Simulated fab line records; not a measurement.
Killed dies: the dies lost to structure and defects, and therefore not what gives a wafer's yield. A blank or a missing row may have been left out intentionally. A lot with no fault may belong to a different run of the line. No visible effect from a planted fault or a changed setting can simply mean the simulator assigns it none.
Matching of chambers | flow sky130 | 4 sister chambers for SKY_VIA2_ETCH_14 on rie_diel-03
The step etches BARC in N2/H2, stops on SiO2, time 45.9 s, target depth 60 nm. 4 wafers are shown with their chamber, then 8 later ones without.

WAFERS, EACH WITH ITS CHAMBER
wafer  | chamber | drypump_motor_current_A (A)
L083.3 | 3       | 5.6
L085.5 | 0       | 5.6
L089.5 | 2       | 5.8
L090.2 | 1       | 5.2

WAFERS WHOSE CHAMBER IS MISSING
wafer  | drypump_motor_current_A (A)
L090.4 | 5.6
L090.6 | 5.7
L096.1 | 5.7
L096.2 | 5.6
L096.5 | 5.8
L097.2 | 5.8
L097.4 | 5.8
L097.5 | 5.8

WHICH CHAMBER EACH ONE RAN IN
wafer  | from the rows above          | in truth
L090.4 | can't be placed: 0 or 3      | 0
L090.6 | can't be placed: 2 or 0 or 3 | 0
L096.1 | can't be placed: 2 or 0 or 3 | 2
L096.2 | can't be placed: 0 or 3      | 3
L096.5 | 2                            | 2
L097.2 | 2                            | 2
L097.4 | 2                            | 2
L097.5 | 2                            | 2
Correct placement for 4 of the 8. Unplaceable from these rows: 4, with the true chamber sitting among the candidates in 4. 0 placed wrongly.
How it was worked out, from the rows above alone: a wafer's distance from a chamber is the root of the sum, over the readings, of the square of ((its reading less the chamber's mean) divided by the reading's scatter). The wafer belongs to the nearest chamber; if the next one is less than 2 further off, it can't be placed. Each chamber's mean is taken over the wafers shown for it. The scatter: root of mean squared gap, hidden wafer to nearest shown wafer, with one shown wafer a chamber.
